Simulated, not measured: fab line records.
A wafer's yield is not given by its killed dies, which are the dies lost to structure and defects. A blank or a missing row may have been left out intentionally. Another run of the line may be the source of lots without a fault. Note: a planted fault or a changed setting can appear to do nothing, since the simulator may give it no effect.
A lot that was struck, set against a sound lot || flow gf180mcu || 24 out of 602 route steps
Sound: the wafers L299.4, L299.5, L299.6. Wafers struck: L305.1, L305.2, L305.4. At the end, the cause is stated.
For every step that has rows: the tool of each side, followed by ch and its chambers, followed by its first start. Under that, the readings that differ: sound wafers || struck wafers || difference of the means || sigmas: that difference in standard deviations of wafers without a fault.
alike: words and numbers the same on both sides, and readings whose means are apart by under 2 such deviations; not compared: readings that were withheld, readings missing a value for some wafer, numbers with overlapping values and no deviation given by the record, and bounds like >300 which may hide the same value.
Wherever a step has rows on one side only, a row that says differs or no value, or a row with sigmas, the two part there. Non-overlapping numbers with no deviation appear without sigmas and do not part them. A reading that every wafer of one side lacks parts them only if that side has two wafers or more.

first, 3 steps without rows for these wafers: GF_HV_LDD_EXPOSE_16 (exposes mask Pplus LV AREA, target cd 400 nm); GF_HV_LDD_PEB_17; GF_HV_LDD_DEVELOP_18 (develop time 60 s).
GF_HV_LDD_CD_MEAS_19 targets a cd of 400 nm.
  sound on cdSem-02, day 13 05:19; struck on cdSem-01, day 15 02:41
  alike: cdNm
GF_HV_LDD_OVL_MEAS_20:
  sound on overlay-02, day 13 05:23; struck on overlay-02, day 15 02:49
  alike: HV_LDD_01_OVL
after that, 1 step had no rows for these wafers: GF_HV_LDD_IMPLANT_21.
GF_HV_LDD_STRIP_22: strips in O2/N2.
  sound on plasmaAsher-01 ch 0,1, day 13 05:35; struck on plasmaAsher-01 ch 0,1, day 15 03:00
  alike: drypumpMotorCurrentA, heaterPowerW, oesProductAu, stripTimeToEndpointS
  not compared: rfHoursCounterH
GF_HV_LDD_TW_MEAS_23:
  sound on filmMetro-02, day 13 05:41; struck on filmMetro-01, day 15 03:06
  alike: HV_LDD_2_TW
then, 4 steps without rows for these wafers: GF_HV_LDD_DEHYDRATE_24 (time 60 s); GF_HV_LDD_HMDS_25 (prime time 60 s); GF_HV_LDD_COAT_26 (resist thk 1000 nm); GF_HV_LDD_SOFTBAKE_27 (time 60 s).
GF_HV_LDD_EXPOSE_28: exposes mask Nplus HV AREA, target cd 400 nm.
  sound on ilineStepper-01 ch 0, day 13 15:53; struck on ilineStepper-01 ch 0, day 15 14:14
{"reading": "mask", "sound": "Nplus_HV_AREA#0 Nplus_HV_AREA#0 Nplus_HV_AREA#0", "struck": "Pplus_HV_AREA#0 Pplus_HV_AREA#0 Pplus_HV_AREA#0", "difference": "differs", "sigmas": ""}
then, 2 steps without rows for these wafers: GF_HV_LDD_PEB_29; GF_HV_LDD_DEVELOP_30 (develop time 60 s).
GF_HV_LDD_CD_MEAS_31 targets a cd of 400 nm.
  sound on cdSem-02, day 14 02:09; struck on cdSem-02, day 16 00:42
{"reading": "cdNm (nm)", "sound": "400.5 400.0 402.3", "struck": "- - -", "difference": "no value on the struck wafers", "sigmas": ""}
GF_HV_LDD_OVL_MEAS_32:
  sound on overlay-01, day 14 02:14; struck on overlay-02, day 16 00:49
{"reading": "HV_LDD_02_OVL (nm)", "sound": "0.3 0.7 0.5", "struck": "- - -", "difference": "no value on the struck wafers", "sigmas": ""}
then, 4 steps without rows for these wafers: GF_HV_LDD_IMPLANT_33; GF_HV_LDD_IMPLANT_34; GF_HV_LDD_IMPLANT_35; GF_HV_LDD_IMPLANT_36.
GF_HV_LDD_STRIP_37: strips in O2/N2.
  sound on plasmaAsher-01 ch 0,1, day 14 02:53; struck on plasmaAsher-02 ch 0,1, day 16 01:28
  alike: drypumpMotorCurrentA, heaterPowerW, oesProductAu, stripTimeToEndpointS
  not compared: rfHoursCounterH
GF_HV_LDD_TW_MEAS_38:
  sound on filmMetro-02, day 14 02:59; struck on filmMetro-02, day 16 01:47
{"reading": "HV_LDD_3_TW", "sound": "1420 1420 1425", "struck": "30 29 29", "difference": -1392, "sigmas": "-99 or more"}
  not compared: hold
GF_PASSIVATION_PROBE_99:
  the record holds rows for the sound wafers here (prober-01, day 31 06:10) but none for the struck ones

## WHERE THEY PART
At GF_HV_LDD_EXPOSE_28 first; at GF_PASSIVATION_PROBE_99 last (within this record only).

WHY: what the simulator had put in
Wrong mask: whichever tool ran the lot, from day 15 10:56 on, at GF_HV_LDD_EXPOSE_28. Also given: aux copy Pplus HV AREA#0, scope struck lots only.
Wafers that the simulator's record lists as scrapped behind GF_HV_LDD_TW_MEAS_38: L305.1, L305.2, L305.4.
